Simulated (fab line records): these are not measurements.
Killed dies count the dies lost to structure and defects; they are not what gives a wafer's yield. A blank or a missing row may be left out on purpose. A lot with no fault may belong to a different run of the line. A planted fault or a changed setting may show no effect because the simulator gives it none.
Check for tools in common | flow sky130 | Sampled: 12 lots, 36 wafers

## REASON IT WAS OPENED
Flagged at SKY_LI_CONTACT_CD_MEAS_12: reading cd-nm, on 1 of 12 lots. Fault-free wafers read 170.8 nm, with a standard deviation of 1.4.
Rule: flag the lot when none of its wafers has a number, or when each of its wafers that has one lies beyond 4 standard deviations from that mean. As for the other lots, they are considered sound.

lot  | measured     | on        | cd-nm (nm), wafer by wafer | flag
L372 | day 29 03:34 | cd-sem-01 | 170.5 171.7 173.2          |
L373 | day 29 08:46 | cd-sem-02 | 171.1 171.3 170.7          |
L376 | day 30 04:44 | cd-sem-02 | 169.1 169.6 168.9          |
L377 | day 31 05:12 | cd-sem-01 | 172.2 171.5 173.7          |
L378 | day 31 07:05 | cd-sem-01 | 172.3 171.3 170.3          |
L379 | day 31 16:55 | cd-sem-02 | 171.5 173.7 172.0          |
L382 | day 33 01:05 | cd-sem-02 | 169.6 170.8 168.4          |
L381 | day 33 01:24 | cd-sem-01 | 149.9 150.8 149.4          | FLAGGED
L392 | day 35 12:02 | cd-sem-02 | 171.2 172.5 171.1          |
L393 | day 35 13:13 | cd-sem-02 | 170.6 171.0 171.2          |
L394 | day 36 06:26 | cd-sem-02 | 170.0 171.0 169.9          |
L395 | day 36 13:20 | cd-sem-01 | 168.4 170.3 171.1          |
The mean of the flagged lots' numbers is 150.0 nm, -20.8 nm from the usual (-15 standard deviations).

## WHICH TOOL EACH LOT WENT THROUGH
3 process steps preceding the reading are held in the record, out of 708 steps in the route. In each cell: the tool, then ch and the chambers that the sampled wafers went through, then the start.
lot  | flag    | SKY_SD_N_RTA_14                  | SKY_LI_CONTACT_CMP_02         | SKY_LI_CONTACT_EXPOSE_09
L372 |         | rtp-anneal-01 ch 0, day 27 22:06 | cmp-01 ch 0,1,3, day 27 22:52 | krf-scanner-01 ch 0, day 28 13:33
L373 |         | rtp-anneal-02 ch 0, day 28 03:47 | cmp-01 ch 0,3, day 28 04:32   | krf-scanner-02 ch 0, day 28 19:39
L376 |         | rtp-anneal-01 ch 0, day 28 23:42 | cmp-01 ch 1,2,3, day 29 00:25 | krf-scanner-01 ch 0, day 29 14:46
L377 |         | rtp-anneal-02 ch 0, day 30 00:54 | cmp-01 ch 0,1, day 30 01:40   | krf-scanner-02 ch 0, day 30 15:44
L378 |         | rtp-anneal-01 ch 0, day 30 01:41 | cmp-02 ch 2,3, day 30 02:39   | krf-scanner-02 ch 0, day 30 17:03
L379 |         | rtp-anneal-02 ch 0, day 30 12:31 | cmp-02 ch 0,1,2, day 30 13:13 | krf-scanner-01 ch 0, day 31 03:24
L382 |         | rtp-anneal-01 ch 0, day 31 21:05 | cmp-01 ch 0,2,3, day 31 21:59 | krf-scanner-02 ch 0, day 32 12:02
L381 | FLAGGED | rtp-anneal-02 ch 0, day 31 21:12 | cmp-02 ch 0,1,3, day 31 22:01 | krf-scanner-01 ch 0, day 32 12:15
L392 |         | rtp-anneal-01 ch 0, day 34 08:24 | cmp-01 ch 0,2,3, day 34 09:11 | krf-scanner-01 ch 0, day 34 23:11
L393 |         | rtp-anneal-02 ch 0, day 34 09:22 | cmp-02 ch 0,1,2, day 34 10:05 | krf-scanner-01 ch 0, day 35 00:50
L394 |         | rtp-anneal-01 ch 0, day 35 03:33 | cmp-02 ch 0,2,3, day 35 04:16 | krf-scanner-02 ch 0, day 35 17:32
L395 |         | rtp-anneal-02 ch 0, day 35 10:17 | cmp-01 ch 1,2, day 35 11:02   | krf-scanner-01 ch 0, day 36 01:01
These steps, and what they do:
- SKY_SD_N_RTA_14: time 2 s.
- SKY_LI_CONTACT_CMP_02: polishes PSG.
- SKY_LI_CONTACT_EXPOSE_09: exposes mask LICM1, target cd 170 nm.
- SKY_LI_CONTACT_CD_MEAS_12: target cd 170 nm.

## FLAGGED OVER TOTAL, TOOL BY TOOL (the gauges that took the reading come last)
step                      | tool           | lots run | flagged | share of the flagged lots | sound lots run after its first flagged lot
SKY_SD_N_RTA_14           | rtp-anneal-01  | 6        | 0       | none                      | -
SKY_SD_N_RTA_14           | rtp-anneal-02  | 6        | 1       | all                       | 2 (L393,L395)
SKY_LI_CONTACT_CMP_02     | cmp-01         | 7        | 0       | none                      | -
SKY_LI_CONTACT_CMP_02     | cmp-02         | 5        | 1       | all                       | 2 (L393,L394)
SKY_LI_CONTACT_EXPOSE_09  | krf-scanner-01 | 7        | 1       | all                       | 3 (L392,L393,L395)
SKY_LI_CONTACT_EXPOSE_09  | krf-scanner-02 | 5        | 0       | none                      | -
SKY_LI_CONTACT_CD_MEAS_12 | cd-sem-01      | 5        | 1       | all                       | 1 (L395)
SKY_LI_CONTACT_CD_MEAS_12 | cd-sem-02      | 7        | 0       | none                      | -

## WHAT THE TABLE ALLOWS
4 rows of the table ran every flagged lot: rtp-anneal-02 at SKY_SD_N_RTA_14, cmp-02 at SKY_LI_CONTACT_CMP_02, krf-scanner-01 at SKY_LI_CONTACT_EXPOSE_09, cd-sem-01 at SKY_LI_CONTACT_CD_MEAS_12.
- rtp-anneal-02 at SKY_SD_N_RTA_14: 1 of its 6 lots flagged. Sound lots ran on it after the first flagged one (L393, L395), which a lasting fault on the whole tool wouldn't allow.
- cmp-02 at SKY_LI_CONTACT_CMP_02: 1 of its 5 lots flagged. Sound lots ran on it after the first flagged one (L393, L394), which a lasting fault on the whole tool wouldn't allow.
- krf-scanner-01 at SKY_LI_CONTACT_EXPOSE_09: 1 of its 7 lots flagged. Sound lots ran on it after the first flagged one (L392, L393, L395), which a lasting fault on the whole tool wouldn't allow.
- cd-sem-01 at SKY_LI_CONTACT_CD_MEAS_12: 1 of its 5 lots flagged. Sound lots ran on it after the first flagged one (L395), which a lasting fault on the whole tool wouldn't allow.
Every row of the table either missed a flagged lot or ran a sound lot after the first.

## WHAT HAD BEEN PUT IN BY THE SIMULATOR
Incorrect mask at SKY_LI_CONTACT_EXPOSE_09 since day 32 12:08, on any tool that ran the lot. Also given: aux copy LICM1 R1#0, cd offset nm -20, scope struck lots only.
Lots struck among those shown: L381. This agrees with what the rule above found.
